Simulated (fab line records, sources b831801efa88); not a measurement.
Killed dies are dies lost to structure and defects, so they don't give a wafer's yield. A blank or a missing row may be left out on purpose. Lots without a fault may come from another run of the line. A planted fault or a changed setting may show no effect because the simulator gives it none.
Split-lot experiment | flow sky130 | 5 lots, 23 wafers read, on a route of 708 steps

THE SPLIT
At SKY_SD_P_IMPLANT_09, the setting energy_kev was moved away from the recipe's 20 on 5 of the 23 wafers read, by -4.5% to -3.4%. The other wafers ran this setting at the recipe's value.

FROM THE SPLIT TO THE READING: what the file shows between them, 7 steps
- SKY_SD_N_COAT_02: resist thk 1140 nm (also split here: spin_rpm)
- SKY_SD_N_IMPLANT_09 (also split here: energy_kev)
- SKY_SD_N_IMPLANT_10
- SKY_SD_N_STRIP_11: strips in O2/N2
- SKY_SD_N_CLEAN_13: cleans in SC1/SC2, time 150 s
- SKY_SD_N_RTA_14: time 2 s
- SKY_SD_N_RS_MEAS_16: measures by four-point-probe

THE READING
SD_P_RS, in ohm/sq, at SKY_SD_N_RS_MEAS_17 (measures by four-point-probe). Fault-free wafers of this fab line usually give 147.2 ohm/sq, standard deviation 0.42 ohm/sq.

wafer  | tool, chamber at the split | energy_kev as run | against the recipe | SD_P_RS, ohm/sq | against lot-mates on the recipe
L074.1 | implanter-04, 0            | 20                | recipe             | 147.1           | -
L074.3 | implanter-04, 0            | 20                | recipe             | 146.9           | -
L074.4 | implanter-04, 0            | 20                | recipe             | 146.9           | -
L074.5 | implanter-04, 0            | 20                | recipe             | 146.8           | -
L074.6 | implanter-04, 0            | 20                | recipe             | 147.1           | -
L079.4 | implanter-04, 0            | 20                | recipe             | 148.4           | -
L079.5 | implanter-04, 0            | 20                | recipe             | 148.2           | -
L079.6 | implanter-04, 0            | 20                | recipe             | 148.1           | -
L082.1 | implanter-02, 0            | 20                | recipe             | 147.1           | -
L082.2 | implanter-02, 0            | 20                | recipe             | 147.2           | -
L082.4 | implanter-02, 0            | 20                | recipe             | 147.1           | -
L082.5 | implanter-02, 0            | 20                | recipe             | 147.2           | -
L082.6 | implanter-02, 0            | 20                | recipe             | 147.3           | -
L083.1 | implanter-02, 0            | 19.09             | -4.5%              | 149.9           | +2.7
L083.2 | implanter-02, 0            | 20                | recipe             | 147.1           | -
L083.3 | implanter-02, 0            | 20                | recipe             | 147.3           | -
L083.4 | implanter-02, 0            | 19.09             | -4.5%              | 150.1           | +2.9
L083.5 | implanter-02, 0            | 20                | recipe             | 147.2           | -
L084.1 | implanter-02, 0            | 20                | recipe             | 147.4           | -
L084.2 | implanter-02, 0            | 19.33             | -3.4%              | 149.4           | +2.1
L084.3 | implanter-02, 0            | 20                | recipe             | 147.2           | -
L084.5 | implanter-02, 0            | 19.33             | -3.4%              | 149.5           | +2.2
L084.6 | implanter-02, 0            | 19.33             | -3.4%              | 149.4           | +2.1

THE FIT
A straight line over all 23 wafers: SD_P_RS changes by -0.609 ohm/sq for each +1% of energy_kev; r = -0.93; the points scatter about the line by 0.41 ohm/sq.
The same after taking each lot's own level away (the mean of its wafers on the recipe; 23 wafers): -0.625 ohm/sq for each +1%; r = -1.00; scatter 0.1 ohm/sq.
On that fit, the largest move of energy_kev shifts the reading by 2.8 ohm/sq.
The lots' own levels span 146.96 to 148.23 ohm/sq, that is 3.0 times the standard deviation above.
So the lot-to-lot level changes the slope little: the two slopes agree.
Check: with one of the wafers moved furthest among these (-4.5%) left out of the fit, the line predicts +2.9 ohm/sq for it against its lot-mates. It came out at +2.7 ohm/sq against them.

OTHER SPLITS ON THESE WAFERS
These wafers also went through other splits before the reading. Each is held against what the fit with the lots' levels taken away leaves over:
other split on the same wafers  | wafers away from the commonest value | r with SD_P_RS (lot level and that fit taken away)
SKY_LDD_LDN_IMPLANT_10 dose_cm2 | 6                                    | -0.09
SKY_POLY_CUT_COAT_03 spin_rpm   | 9                                    | +0.03
SKY_POLY_CUT_ETCH_10 time_s     | 9                                    | -0.21
SKY_SD_N_COAT_02 spin_rpm       | 9                                    | +0.31
SKY_SD_N_IMPLANT_09 energy_kev  | 9                                    | +0.13

THE WHOLE CHAIN: every reading that the file lists as answering this split, in the file's order
step                | what it does                 | reading                                                         | change (the file's fit)                | r (the file's)
SKY_SD_P_IMPLANT_09 |                              | implant.rp_nm (the simulator's own value, which no gauge read)  | +0.139 nm for each +1% of the setting  | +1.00
SKY_SD_P_IMPLANT_09 |                              | implant.drp_nm (the simulator's own value, which no gauge read) | +0.0689 nm for each +1% of the setting | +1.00
SKY_SD_N_RS_MEAS_17 | measures by four-point-probe | SD_P_RS                                                         | -0.614 for each +1% of the setting     | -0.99

THE FILE'S OWN FIT
SD_P_RS changes by -0.614 ohm/sq for each +1% of energy_kev, r = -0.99.
